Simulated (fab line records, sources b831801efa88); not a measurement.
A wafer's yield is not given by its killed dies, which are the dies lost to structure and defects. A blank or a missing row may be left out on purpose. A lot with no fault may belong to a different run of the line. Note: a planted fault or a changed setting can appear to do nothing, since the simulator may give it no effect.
Chamber matching :: flow gf180mcu :: 4 sister chambers for GF_V4_CMP_26 on cmp-02
The step polishes, stops on SiO2, t overpolish 15 s, target thk 0 nm. 4 wafers are shown with their chamber, then 7 later ones without.

WAFERS PAIRED WITH THEIR CHAMBERS
wafer: L101.3
chamber: 3
timeToEndpointS (s): 82

wafer: L102.5
chamber: 1
timeToEndpointS (s): 86

wafer: L106.2
chamber: 0
timeToEndpointS (s): 83

wafer: L106.4
chamber: 2
timeToEndpointS (s): 82

WAFERS WITHOUT THEIR CHAMBER
wafer: L106.6
timeToEndpointS (s): 80

wafer: L110.1
timeToEndpointS (s): 78

wafer: L110.2
timeToEndpointS (s): 76

wafer: L110.6
timeToEndpointS (s): 79

wafer: L116.3
timeToEndpointS (s): 84

wafer: L116.4
timeToEndpointS (s): 79

wafer: L116.6
timeToEndpointS (s): 79

WHICH CHAMBER EACH WENT THROUGH
wafer: L106.6
from the rows above: can't be placed: 2 or 3 or 0 or 1
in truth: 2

wafer: L110.1
from the rows above: can't be placed: 2 or 3 or 0 or 1
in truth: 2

wafer: L110.2
from the rows above: can't be placed: 2 or 3 or 0 or 1
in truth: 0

wafer: L110.6
from the rows above: can't be placed: 2 or 3 or 0 or 1
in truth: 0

wafer: L116.3
from the rows above: can't be placed: 0 or 1 or 2 or 3
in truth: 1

wafer: L116.4
from the rows above: can't be placed: 2 or 3 or 0 or 1
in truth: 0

wafer: L116.6
from the rows above: can't be placed: 2 or 3 or 0 or 1
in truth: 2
Correctly placed: 0 of 7. These rows do not allow placing 7 (true chamber among the candidates in 7). Placed wrongly: 0.
How it was worked out, from the rows above alone: a wafer's distance from a chamber is the root of the sum, over the readings, of the square of ((its reading less the chamber's mean) divided by the reading's scatter). If the next closest chamber is less than 2 further off than the closest, the wafer can't be placed; otherwise it belongs to the closest. The mean given for a chamber averages the wafers shown for that chamber. The scatter (one wafer shown for each chamber): square how far every hidden wafer sits from the nearest shown wafer, average those squares and take the square root.
